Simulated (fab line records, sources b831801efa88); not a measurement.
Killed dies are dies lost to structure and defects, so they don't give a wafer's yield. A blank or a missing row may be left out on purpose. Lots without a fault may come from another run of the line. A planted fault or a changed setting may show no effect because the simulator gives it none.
Which tool did it? | flow sky130 | 6 lots, 18 wafers sampled, at 2 steps of a route of 708

WHAT THE GAUGES READ, wafer by wafer
SKY_SONOS_ONO_THK_MEAS_03.
lot  | measured     | on            | SONOS_ONO_CVD_02_THK (nm)
L857 | day 11 16:08 | film_metro-02 | 10.77 10.72 10.66
L860 | day 13 02:02 | film_metro-02 | 10.54 10.51 10.40
L862 | day 13 15:56 | film_metro-04 | 10.44 10.48 10.45
L866 | day 14 20:38 | film_metro-02 | 10.60 10.52 10.43
L868 | day 15 11:01 | film_metro-02 | 10.58 10.34 10.29
L871 | day 16 12:05 | film_metro-02 | 10.56 10.67 10.58

WHICH TOOL RAN EACH LOT (tool, then ch and the chambers of the sampled wafers, then the start)
lot  | SKY_SONOS_ONO_CVD_02
L857 | lpcvd-02 ch 1, day 11 15:03
L860 | lpcvd-02 ch 1, day 13 00:28
L862 | lpcvd-02 ch 0, day 13 14:52
L866 | lpcvd-02 ch 1, day 14 19:35
L868 | lpcvd-02 ch 1, day 15 09:58
L871 | lpcvd-02 ch 0, day 16 11:02
- SKY_SONOS_ONO_CVD_02: deposits Si3N4 from DCS/NH3, target thk 10.5 nm, time 180 s.

THE ANSWER, worked out from the rows above alone
Rule: what is usual is taken from the lots themselves. Put in order of their means at a reading, lots are off if they are a third of the lots or fewer, leave a main group of 4 or more, and stand apart from it by a gap of 3 or more times the standard deviation of the main group's means; of several such gaps the widest counts. A main group whose means are all the same, to the digits that the tables above print for the reading, isn't used. A lot without any number at a reading at which 4 lots or more have one is off too. The other lots that the step has rows for count as sound.
No lot is off at any reading shown: from this, nothing can be told.

WHAT THE SIMULATOR HAD PUT IN
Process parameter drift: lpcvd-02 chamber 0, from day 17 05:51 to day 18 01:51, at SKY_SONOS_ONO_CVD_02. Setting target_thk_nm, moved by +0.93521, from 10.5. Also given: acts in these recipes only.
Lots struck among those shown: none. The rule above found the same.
